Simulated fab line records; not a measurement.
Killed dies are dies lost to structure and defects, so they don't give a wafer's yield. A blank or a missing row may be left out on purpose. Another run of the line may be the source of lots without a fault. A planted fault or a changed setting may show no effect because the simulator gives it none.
Comparing a struck lot with a sound one + flow gf180mcu + 14 steps out of a route of 602
Sound: the wafers L189.3, L189.4, L189.6. The struck wafers were L203.2, L203.3, L203.6. The cause is given at the end.
At each step with rows: each side's tool, then ch and its chambers, then its first start. Under that, the readings that differ: sound wafers + struck wafers + difference of the means + sigmas: that difference in standard deviations of wafers without a fault.
alike: words and numbers the same on both sides, and readings whose means are apart by under 2 such deviations; not compared: readings that were withheld, readings missing a value for some wafer, numbers with overlapping values and no deviation given by the record, and bounds like >300 which may hide the same value.
The two part at a step that has a row with sigmas, a row that says differs or no value, or rows on one side only. Numbers that have no deviation but don't overlap get no sigmas and don't part them. A reading missing from all wafers of one side parts the sides only when that side holds two or more wafers.

first, 1 step without rows for these wafers: GF_VT_IMPLANT_IMPLANT_41.
GF_VT_IMPLANT_STRIP_42: strips in O2/N2.
  sound on plasma-asher-04 ch 0,1, day 8 09:17; struck on plasma-asher-02 ch 0,1, day 12 07:16
| reading                     | sound          | struck         | difference | sigmas |
|-----------------------------|----------------|----------------|------------|--------|
| drypump-motor-current-A (A) | 5.27 5.67 5.28 | 5.91 5.89 6.04 | +0.54      | +2     |
  alike: heater-power-w, oes-product-au, strip-time-to-endpoint-s
  not compared: rf-hours-counter-h
GF_VT_IMPLANT_TW_MEAS_43:
  sound: film-metro-04 at day 8 09:22; struck: film-metro-03 at day 12 07:23
| reading         | sound       | struck      | difference | sigmas |
|-----------------|-------------|-------------|------------|--------|
| VT_IMPLANT_4_TW | 683 688 689 | 703 705 702 | +17        | +2     |
then, 1 step without rows for these wafers: GF_VT_IMPLANT_CLEAN_44 (cleans in SC1/SC2, time 150 s).
GF_VT_IMPLANT_RTA_45: time 30 s.
  sound on rtp-anneal-01 ch 0, day 8 09:29; struck on rtp-anneal-01 ch 0, day 12 07:30
  alike: lamp-power-pct, wafer_temp_C_max
GF_VT_IMPLANT_RS_MEAS_46: the measuring method here is four-point-probe.
  sound: film-metro-01 at day 8 09:35; struck: film-metro-02 at day 12 07:36
| reading          | sound             | struck            | difference | sigmas |
|------------------|-------------------|-------------------|------------|--------|
| MVSD_RS (ohm/sq) | 456.8 457.9 458.9 | 455.4 455.2 454.4 | -2.9       | -3     |
GF_VT_IMPLANT_RS_MEAS_47: the measuring method here is four-point-probe.
  sound: film-metro-01 at day 8 09:43; struck: film-metro-02 at day 12 07:43
  alike: NWELL_RS
GF_VT_IMPLANT_RS_MEAS_48: the measuring method here is four-point-probe.
  sound: film-metro-01 at day 8 09:50; struck: film-metro-02 at day 12 07:50
  alike: LVPWELL_RS
GF_VT_IMPLANT_RS_MEAS_49: the measuring method here is four-point-probe.
  sound: film-metro-01 at day 8 09:57; struck: film-metro-02 at day 12 07:58
| reading           | sound                | struck               | difference | sigmas |
|-------------------|----------------------|----------------------|------------|--------|
| MVPSD_RS (ohm/sq) | 1175.7 1177.7 1175.5 | 1184.9 1182.6 1182.6 | +7.1       | +3     |
then, 3 steps without rows for these wafers: GF_VT_IMPLANT_WET_ETCH_50 (etches SiO2 in dHF, target depth 20 nm, time 387.7 s); GF_DUAL_GATE_CLEAN_00 (cleans in SC1/SC2, time 150 s); GF_DUAL_GATE_CLEAN_01 (cleans in dHF, time 20 s).
GF_DUAL_GATE_OXIDATION_02: stabilise 600 s, purge 300 s, target thk 10.887 nm.
  sound on furnace-02 ch 0, day 8 10:14; struck on furnace-01, day 12 08:15
  no value came back on the struck wafers for ox-temp-c (C), ox-temp-c-max, zone-power-lower-pct (%); on the sound wafers ox-temp-c (C) reads 900.2 899.8 900.3
then, 1 step without rows for these wafers: GF_DUAL_GATE_DEHYDRATE_04 (time 60 s).

WHERE THEY PART
Earliest at GF_VT_IMPLANT_STRIP_42; latest, in this record, at GF_DUAL_GATE_OXIDATION_02.

WHY: what the simulator had put in
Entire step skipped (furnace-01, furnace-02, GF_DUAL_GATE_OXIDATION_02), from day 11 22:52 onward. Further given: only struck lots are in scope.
